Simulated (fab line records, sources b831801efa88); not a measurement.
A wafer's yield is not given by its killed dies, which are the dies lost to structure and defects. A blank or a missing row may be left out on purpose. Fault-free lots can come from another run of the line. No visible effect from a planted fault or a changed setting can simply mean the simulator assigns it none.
fab line records    flow sky130
record: lots: 6  wafers: 18  lastDay: 50
route steps=708 shown LOCAL_INTERCONNECT@396 CONTACT@406 PAD_OPEN@708
lots with no fault: from the same line, run without faults
startH: start of the lot's first displayed wafer, in hours after the record's first day    waitH: how many hours have passed since the lot's step before this one    " identical to the entry in the row above    L1.1+2: a row that stands for several wafers    - no value present, or no start provided    * or withheld: withheld    < > ~ a bound
route shown NAME@n: names a module that has steps shown in the file, with the first one's number in the route    usual: mean/standard deviation taken from wafers without a fault    same: alike in all rows    chamber/n: place in a boat    sites: the reading at each site    _std_site: their standard deviation    _edge_site: inner sites' mean taken away from outer sites' mean    radiusMm: for every site, how far away it sits from the centre of the wafer    mask NAME#n: copy n    behind: the tool/chamber that last shaped the wafer    hold: the reason the lot was held/the length of the hold in hours/how it ended    device: transistor that didn't switch, given as n, p or np    end of line: at the end of the route, the tests of the same wafers    a step without rows: its recipe alone    killed: the dies lost at the first sort to structure and to defects; this is not the yield of the wafer    map: a wafer's dies, x killed, . not, _ none there
set.NAME: the setting that was run; set.NAME@STEP: the one run at that earlier step    model.NAME: the simulator's own value behind a step, which no gauge read
a table for each step, a row for each wafer; lots at some steps of the route
services: the hour from which a tool's chamber was out of use, counted from the record's first day as startH (under 0 if before that day), plus the number of hours and why
== steps ==
step: SKY_LOCAL_INTERCONNECT_PEB_09
recipe: pebTempC: withheld  pebTimeS: withheld  resist: KrF-thick
step: SKY_LOCAL_INTERCONNECT_DEVELOP_10
recipe: developTimeS: 60  resist: KrF-thick  devTempC: 21
step: SKY_LOCAL_INTERCONNECT_CD_MEAS_11
recipe: targetCdNm: 170
usual: cdNm: 169.9/1.6
lot.wafer  tool      chamber  startH  waitH  cdNm
L704.2     cdSem-02  -        699.32  -      171.4
L704.4     "         -        "       "      170.2
L704.5     "         -        "       "      172.0
L710.1     cdSem-01  -        749.05  -      168.7
L710.5     "         -        "       "      167.5
L710.6     "         -        "       "      168.4
L711.1     cdSem-01  -        760.77  -      166.7
L711.3     "         -        "       "      167.3
L711.4     "         -        "       "      168.9
L722.1     cdSem-02  -        838.32  -      169.8
L722.2     "         -        "       "      170.7
L722.4     "         -        "       "      170.0
L721.2     cdSem-02  -        840.88  -      171.3
L721.4     "         -        "       "      170.2
L721.6     "         -        "       "      170.3
L725.2     cdSem-01  -        872.77  -      173.3
L725.4     "         -        "       "      171.3
L725.5     "         -        "       "      170.9
step: SKY_LOCAL_INTERCONNECT_OVL_MEAS_12
usual: LOCAL_INTERCONNECT_OVL: -2/4.8
lot.wafer  tool        chamber  startH  waitH  LOCAL_INTERCONNECT_OVL[nm]
L704.2     overlay-01  -        699.42  0.1    -6
L704.4     "           -        "       "      -8
L704.5     "           -        "       "      -8
L710.1     overlay-01  -        749.17  0.1    2
L710.5     "           -        "       "      4
L710.6     "           -        "       "      1
L711.1     overlay-01  -        760.89  0.1    5
L711.3     "           -        "       "      -5
L711.4     "           -        "       "      7
L722.1     overlay-02  -        838.44  0.1    -3
L722.2     "           -        "       "      -6
L722.4     "           -        "       "      -6
L721.2     overlay-01  -        840.98  0.1    2
L721.4     "           -        "       "      -12
L721.6     "           -        "       "      -2
L725.2     overlay-01  -        872.87  0.1    0
L725.4     "           -        "       "      -5
L725.5     "           -        "       "      6
step: SKY_LOCAL_INTERCONNECT_ETCH_13
recipe: chemistry: N2/H2  target: BARC  ionEnergyEv: 200  biasW: 100  pressureMtorr: 30  n2FlowSccm: 100  h2FlowSccm: 200  icpW: 500  stopOn: SiO2  timeS: 45.9  targetDepthA: 600
usual: drypumpMotorCurrentA: 6.0/0.33  oesProductAu: 0.855/0.0047  throttleValvePct: 13.226/0.009
lot.wafer  tool         chamber  startH  waitH  drypumpMotorCurrentA  oesProductAu  rfHoursCounterH  throttleValvePct
L704.2     rieMetal-01  0        699.45  0.0    6.4                   0.860         13               13.228
L704.4     "            1        "       "      5.5                   0.857         -                13.225
L704.5     "            0        "       "      6.4                   0.854         -                13.220
L710.1     rieMetal-03  0        749.20  0.0    6.0                   0.848         3                13.238
L710.5     "            1        "       "      6.3                   0.855         -                13.226
L710.6     "            0        "       "      6.0                   0.852         -                13.218
L711.1     rieMetal-03  1        760.93  0.0    6.3                   0.850         5                13.215
L711.3     "            1        "       "      6.3                   0.852         -                13.221
L711.4     "            0        "       "      6.1                   0.858         -                13.230
L722.1     rieMetal-01  1        838.48  0.0    5.5                   0.857         11               13.232
L722.2     "            1        "       "      5.5                   0.842         -                13.211
L722.4     "            1        "       "      5.5                   0.850         -                13.243
L721.2     rieMetal-04  0        841.01  0.0    5.8                   0.851         9                13.249
L721.4     "            1        "       "      6.1                   0.863         -                13.237
L721.6     "            1        "       "      6.1                   0.851         -                13.240
L725.2     rieMetal-03  1        872.90  0.0    6.2                   0.856         10               13.220
L725.4     "            0        "       "      6.0                   0.855         -                13.230
L725.5     "            1        "       "      6.2                   0.851         -                13.224
step: SKY_LOCAL_INTERCONNECT_METAL_ETCH_14
recipe: targetDepthNm: 110  stopOn: PSG  chemistry: Cl2/BCl3  target: TiN  resistSidewallDeg: 88  pressureMtorr: 10  icpW: 900  biasW: 48.5  Cl2_flow_sccm: 60  bcl3FlowSccm: 30  timeS: 31.4
usual: drypumpMotorCurrentA: 6.0/0.34  oesProductAu: 0.940/0.0066  throttleValvePct: 21.902/0.0098
lot.wafer  tool         chamber  startH  waitH  drypumpMotorCurrentA  oesProductAu  rfHoursCounterH  throttleValvePct
L704.2     rieMetal-01  0        699.52  0.0    6.4                   0.946         13               21.908
L704.4     "            1        "       "      5.5                   0.936         -                21.916
L704.5     "            0        "       "      6.4                   0.943         -                21.889
L710.1     rieMetal-03  0        749.27  0.0    6.0                   0.944         3                21.892
L710.5     "            1        "       "      6.2                   0.939         -                21.897
L710.6     "            0        "       "      6.1                   0.942         -                21.898
L711.1     rieMetal-03  1        760.99  0.0    6.3                   0.939         5                21.918
L711.3     "            1        "       "      6.2                   0.931         -                21.905
L711.4     "            0        "       "      6.1                   0.931         -                21.911
L722.1     rieMetal-01  1        838.60  0.1    5.5                   0.948         11               21.902
L722.2     "            1        "       "      5.5                   0.942         -                21.903
L722.4     "            1        "       "      5.5                   0.941         -                21.902
L721.2     rieMetal-04  0        841.08  0.0    5.8                   0.934         9                21.909
L721.4     "            1        "       "      6.1                   0.943         -                21.909
L721.6     "            1        "       "      6.1                   0.944         -                21.917
L725.2     rieMetal-03  1        872.97  0.0    6.3                   0.937         10               21.886
L725.4     "            0        "       "      6.0                   0.946         -                21.894
L725.5     "            1        "       "      6.3                   0.939         -                21.894
step: SKY_LOCAL_INTERCONNECT_STRIP_15
recipe: chemistry: O2/N2  powerW: 1400  pressureMtorr: 1500  platenTempC: withheld  o2FlowSccm: 3000  n2FlowSccm: 300  overashFraction: 0.5
usual: drypumpMotorCurrentA: 5.6/0.5  oesProductAu: 0.426/0.0043  stripTimeToEndpointS: 4.720/0.019
lot.wafer  tool            chamber  startH  waitH  drypumpMotorCurrentA  oesProductAu  rfHoursCounterH  stripTimeToEndpointS
L704.2     plasmaAsher-02  0        699.57  0.0    5.7                   0.424         28               4.714
L704.4     "               0        "       "      5.7                   0.424         -                4.723
L704.5     "               1        "       "      4.7                   0.427         -                4.710
L710.1     plasmaAsher-04  1        749.32  0.0    5.8                   0.431         0                4.729
L710.5     "               1        "       "      5.8                   0.422         -                4.730
L710.6     "               0        "       "      5.9                   0.421         -                4.709
L711.1     plasmaAsher-02  1        761.04  0.0    4.7                   0.431         35               4.736
L711.3     "               1        "       "      4.7                   0.425         -                4.733
L711.4     "               0        "       "      5.7                   0.423         -                4.726
L722.1     plasmaAsher-02  0        838.71  0.1    5.7                   0.419         42               4.723
L722.2     "               1        "       "      4.7                   0.425         42               4.721
L722.4     "               0        "       "      5.7                   0.428         -                4.737
L721.2     plasmaAsher-02  0        841.13  0.0    5.7                   0.431         43               4.721
L721.4     "               1        "       "      4.7                   0.423         -                4.704
L721.6     "               1        "       "      4.7                   0.430         -                4.695
L725.2     plasmaAsher-02  1        873.02  0.0    4.7                   0.425         46               4.753
L725.4     "               1        "       "      4.7                   0.421         -                4.720
L725.5     "               0        "       "      5.7                   0.430         -                4.730
step: SKY_LOCAL_INTERCONNECT_STRIP_16
recipe: chemistry: postEtchResidueRemover  timeS: 1200  tempC: 72.5
step: SKY_LOCAL_INTERCONNECT_CLEAN_17
recipe: chemistry: IPA  timeS: 180  tempC: 25
step: SKY_LOCAL_INTERCONNECT_CLEAN_18
recipe: chemistry: O3/DIW  dry: n2Spin
step: SKY_CONTACT_CVD_00
recipe: material: Si3N4  targetThkNm: 75  tempC: 400  timeS: withheld  rfW: 450
usual: heaterPowerW: 742/78  susceptorTempC: 400.01/0.24
lot.wafer  tool      chamber  startH  waitH  heaterPowerW  susceptorTempC
L704.2     pecvd-01  0        700.25  0.0    824           399.87
L704.4     "         0        "       "      849           399.88
L704.5     "         1        "       "      839           399.79
L710.1     pecvd-03  1        749.95  0.0    670           400.12
L710.5     "         1        "       "      676           400.07
L710.6     "         0        "       "      707           400.12
L711.1     pecvd-01  2        761.63  0.0    662           400.11
L711.3     "         1        "       "      860           400.02
L711.4     "         1        "       "      843           400.06
L722.1     pecvd-03  1        839.33  0.0    824           400.08
L722.2     "         2        "       "      796           400.08
L722.4     "         0        "       "      673           399.99
L721.2     pecvd-03  2        841.72  0.0    775           399.84
L721.4     "         1        "       "      788           399.94
L721.6     "         2        "       "      761           399.90
L725.2     pecvd-01  1        873.61  0.0    654           400.31
L725.4     "         2        "       "      674           399.85
L725.5     "         1        "       "      681           400.36
step: SKY_CONTACT_THK_MEAS_01
recipe: reads: Si3N4_of_CONTACT_CVD_00
usual: CONTACT_CVD_00_THK: 74.9/1
lot.wafer  tool          chamber  startH  waitH  CONTACT_CVD_00_THK[nm]
L704.2     filmMetro-04  -        700.29  -      73.8
L704.4     "             -        "       "      75.1
L704.5     "             -        "       "      74.9
L710.1     filmMetro-01  -        749.99  -      74.8
L710.5     "             -        "       "      75.8
L710.6     "             -        "       "      75.4
L711.1     filmMetro-02  -        761.67  -      75.0
L711.3     "             -        "       "      72.9
L711.4     "             -        "       "      74.8
L722.1     filmMetro-01  -        839.36  -      73.0
L722.2     "             -        "       "      73.6
L722.4     "             -        "       "      75.5
L721.2     filmMetro-02  -        841.77  -      72.6
L721.4     "             -        "       "      74.0
L721.6     "             -        "       "      73.7
L725.2     filmMetro-04  -        873.65  -      75.6
L725.4     "             -        "       "      76.5
L725.5     "             -        "       "      77.6
step: SKY_CONTACT_HDPCVD_02
recipe: material: SiO2  targetThkNm: 565  sigmaOpenFrac: 0.3  timeS: 94.2  tempC: 600  sih4FlowSccm: 60  pressureMtorr: 6
usual: susceptorTempC: 600.01/0.28
lot.wafer  tool       chamber  startH  waitH  susceptorTempC  model.SiO2_of_CONTACT_HDPCVD_02.thkNm
L704.2     hdpcvd-01  1        700.34  0.0    599.65          551.5
L704.4     "          1        "       "      600.31          552.8
L704.5     "          0        "       "      600.36          558
L710.1     hdpcvd-01  1        750.05  0.1    600.08          565.3
L710.5     "          0        "       "      599.76          572.1
L710.6     "          1        "       "      600.01          560.7
L711.1     hdpcvd-01  2        761.73  0.1    600.02          565
L711.3     "          0        "       "      600.12          560.2
L711.4     "          1        "       "      599.87          554.8
L722.1     hdpcvd-01  2        839.42  0.1    599.10          565.4
L722.2     "          1        "       "      599.98          562.9
L722.4     "          0        "       "      599.69          807
L721.2     hdpcvd-01  0        841.82  0.0    600.11          806.8
L721.4     "          0        "       "      599.98          808
L721.6     "          2        "       "      600.18          560.1
L725.2     hdpcvd-02  2        873.70  0.0    600.31          565.6
L725.4     "          1        "       "      599.69          568.1
L725.5     "          0        "       "      599.91          559.3
step: SKY_CONTACT_THK_MEAS_03
recipe: reads: SiO2_of_CONTACT_HDPCVD_02
usual: CONTACT_HDPCVD_THK: 563/6.2
lot.wafer  tool          chamber  startH  waitH  hold                     CONTACT_HDPCVD_THK[nm]
L704.2     filmMetro-02  -        700.42  0.0    -                        551
L704.4     "             -        "       "      -                        552
L704.5     "             -        "       "      -                        558
L710.1     filmMetro-04  -        750.12  0.0    -                        565
L710.5     "             -        "       "      -                        573
L710.6     "             -        "       "      -                        561
L711.1     filmMetro-01  -        761.80  0.0    -                        564
L711.3     "             -        "       "      -                        560
L711.4     "             -        "       "      -                        555
L722.1     filmMetro-01  -        839.49  0.0    awaitDispo/0.2h/release  565
L722.2     "             -        "       "      awaitDispo/0.2h/release  562
L722.4     "             -        "       "      awaitDispo/0.2h/release  807
L722.1     filmMetro-01  -        839.72  0.2    -                        565
L722.2     "             -        "       "      -                        563
L722.4     "             -        "       "      -                        807
L721.2     filmMetro-04  -        841.90  0.0    awaitDispo/0.2h/release  807
L721.4     "             -        "       "      awaitDispo/0.2h/release  808
L721.6     "             -        "       "      awaitDispo/0.2h/release  560
L721.2     filmMetro-04  -        842.12  0.2    -                        808
L721.4     "             -        "       "      -                        808
L721.6     "             -        "       "      -                        560
L725.2     filmMetro-01  -        873.78  0.0    -                        565
L725.4     "             -        "       "      -                        568
L725.5     "             -        "       "      -                        559
step: SKY_CONTACT_CMP_04
recipe: material: SiO2  downForcePsi: 4  platenRpm: 60  padVelocityMS: 0.94248
usual: motorCurrentA: 11.6/0.78  timeToEndpointS: 79/4.3
lot.wafer  tool    chamber  startH  waitH  hold                     motorCurrentA  timeToEndpointS
L704.4     cmp-02  2        700.52  0.1    -                        11.7           69
L704.2     "       0        "       "      -                        11.4           70
L704.5     "       2        "       "      -                        11.9           69
L710.1     cmp-02  0        750.23  0.1    -                        11.3           79
L710.5     "       3        "       "      -                        11.2           83
L710.6     "       0        "       "      -                        11.2           73
L711.3     cmp-01  3        761.91  0.1    -                        12.0           81
L711.4     "       0        "       "      -                        10.3           72
L711.1     "       1        "       "      -                        11.7           79
L722.1     cmp-01  0        843.89  4.2    awaitDispo/4.1h/release  10.9           74
L722.2     "       1        "       "      awaitDispo/4.1h/release  11.8           81
L722.4     "       2        "       "      awaitDispo/4.1h/release  13.4           171
L721.2     cmp-01  2        848.02  5.9    awaitDispo/5.4h/release  13.2           170
L721.4     "       0        "       "      awaitDispo/5.4h/release  10.8           168
L721.6     "       1        "       "      awaitDispo/5.4h/release  11.7           83
L725.4     cmp-02  0        873.83  0.0    -                        11.6           79
L725.2     "       3        "       "      -                        10.8           82
L725.5     "       0        "       "      -                        11.7           77
step: SKY_CONTACT_BOW_MEAS_05
recipe: mode: bow
usual: CONTACT_BOW: 83/7.2
lot.wafer  tool          chamber  startH  waitH  CONTACT_BOW[um]
L704.2     filmMetro-01  -        700.79  0.1    70
L704.4     "             -        "       "      87
L704.5     "             -        "       "      76
L710.1     filmMetro-01  -        750.48  0.2    95
L710.5     "             -        "       "      91
L710.6     "             -        "       "      83
L711.1     filmMetro-04  -        762.16  0.1    94
L711.3     "             -        "       "      88
L711.4     "             -        "       "      85
L722.1     filmMetro-04  -        844.14  0.2    78
L722.2     "             -        "       "      82
L722.4     "             -        "       "      82
L721.2     filmMetro-01  -        848.29  0.2    80
L721.4     "             -        "       "      88
L721.6     "             -        "       "      94
L725.2     filmMetro-04  -        874.15  0.1    77
L725.4     "             -        "       "      84
L725.5     "             -        "       "      94
step: SKY_PAD_OPEN_PROBE_99
usual: killed_at_M0_to_M3: 43/7.8  killed_at_M4_up: 3.2/1.7  killedAtContacts: 24/5.2  killedAtFrontEnd: 15/4.5  killedAtOther: 0.4/0.65  killedDies: 87/9.1  killedOpen: 47/7.3  killedShort: 40/6.5
same: grossDies: 492  killedAtBackSide: 0
lot.wafer  tool       chamber  startH   waitH  killed_at_M0_to_M3  killed_at_M4_up  killedAtContacts  killedAtFrontEnd  killedAtOther  killedDies  killedOpen  killedShort
L711.1     prober-02  -        1114.57  0.1    26                  3                33                16                0              78          42          36
L711.3     prober-02  -        1114.67  0.2    42                  1                25                28                0              96          50          46
L711.4     prober-02  -        1114.72  0.2    42                  3                32                14                0              91          43          48
L725.2     prober-02  -        1192.89  0.1    49                  2                26                9                 2              88          38          49
L725.4     prober-02  -        1192.99  0.2    30                  3                27                13                2              75          37          38
L725.5     prober-02  -        1193.04  0.2    35                  2                25                16                1              79          38          41
killed by level:class
L711.1 CONTACT:geometricParticle:open=10 CONTACT:geometricParticle:short=7 LI_CONTACT:geometricParticle:open=6 VIA1:geometricParticle:open=6 FIELD_ISO:geometricParticle:open=5 LOCAL_INTERCONNECT:geometricParticle:short=5 FIELD_ISO:geometricParticle:short=4 POLY_GATE:geometricParticle:open=4
L711.3 CONTACT:geometricParticle:open=12 VIA1:geometricParticle:short=8 VIA1:geometricParticle:open=8 FIELD_ISO:geometricParticle:open=7 CONTACT:geometricParticle:short=7 METAL1:geometricParticle:short=7 FIELD_ISO:geometricParticle:short=6 VIA3:geometricParticle:open=6
L711.4 VIA1:geometricParticle:open=10 LI_CONTACT:geometricParticle:open=9 CONTACT:geometricParticle:open=9 LOCAL_INTERCONNECT:geometricParticle:short=8 VIA3:geometricParticle:open=8 METAL1:geometricParticle:short=6 METAL2:geometricParticle:short=6 LI_CONTACT:geometricParticle:short=5
L725.2 VIA1:geometricParticle:open=9 CONTACT:geometricParticle:open=8 METAL1:geometricParticle:short=7 METAL3:geometricParticle:short=7 LOCAL_INTERCONNECT:geometricParticle:short=6 VIA1:geometricParticle:short=6 LI_CONTACT:geometricParticle:open=5 CONTACT:geometricParticle:short=5
L725.4 VIA1:geometricParticle:open=9 CONTACT:geometricParticle:open=9 VIA3:geometricParticle:open=7 LI_CONTACT:geometricParticle:open=7 LOCAL_INTERCONNECT:geometricParticle:short=6 FIELD_ISO:geometricParticle:short=4 POLY_GATE:geometricParticle:short=4 METAL1:geometricParticle:short=4
L725.5 CONTACT:geometricParticle:short=9 LI_CONTACT:geometricParticle:open=8 VIA1:geometricParticle:open=6 POLY_GATE:geometricParticle:open=5 VIA3:geometricParticle:open=5 FIELD_ISO:geometricParticle:short=4 POLY_GATE:geometricParticle:short=4 CONTACT:geometricParticle:open=4
== services ==
tool            chamber  startH  hours  kind
pecvd-03        0        691.47  13.8   repair
hdpcvd-01       -        715.82  1.2    repair
pecvd-03        -        717.13  4.1    repair
hdpcvd-01       -        731.97  2.8    pm
pecvd-03        -        732.79  14.6   pm
cmp-01          -        744.15  4.0    pm
rieMetal-01     -        748.06  14.6   pm
rieMetal-04     -        773.97  2.8    pm
rieMetal-01     -        774.12  0.2    repair
cmp-01          -        777.44  0.9    repair
pecvd-01        -        779.35  0.6    repair
hdpcvd-01       -        780.78  1.2    repair
cmp-01          -        781.58  5.0    pm
plasmaAsher-02  -        799.19  0.6    repair
pecvd-01        -        801.85  3.1    repair
rieMetal-01     -        807.82  0.4    repair
rieMetal-01     -        810.12  4.3    pm
rieMetal-01     1        816.83  2.0    repair
pecvd-01        -        833.95  2.8    pm
pecvd-03        0        850.03  4.1    repair
pecvd-03        1        853.17  12.5   repair
hdpcvd-01       0        855.04  2.0    repair
pecvd-03        -        860.11  6.0    pm
cmp-01          -        865.34  0.4    repair
== key ==
firstSign: step: SKY_CONTACT_THK_MEAS_03  reading: visit  direction: added
effect: step: SKY_CONTACT_THK_MEAS_03  reading: CONTACT_HDPCVD_THK  direction: up  sigmas: 39  usual: 563  struck: 808
effect: step: SKY_CONTACT_CMP_04  reading: timeToEndpointS  direction: up  sigmas: 21  usual: *  struck: *
modelEffect: step: SKY_CONTACT_HDPCVD_02  value: SiO2_of_CONTACT_HDPCVD_02.thkNm  without: 559.9  struck: 807.3
metAt SKY_CONTACT_HDPCVD_02
struckWafers L721.2,L721.4,L722.4
testerLeftOut L721,L722
onsetBetween 761.73 839.42
fault: kind: processParameterDrift  tool: hdpcvd-01  chamber: 0  onsetH: 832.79  steps: SKY_CONTACT_HDPCVD_02  channel: targetThkNm  offset: 247.39  shape: step  endH: 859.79  actsIn: theseRecipesOnly  stated: 565
testerLeftOut: of these lots the tester's yield and bins aren't shown, on N5 and GAA mostly nor the transistor test; their killed dies are dies lost to structure and defects alone, not to doping, threshold or leakage, so they don't give the yield
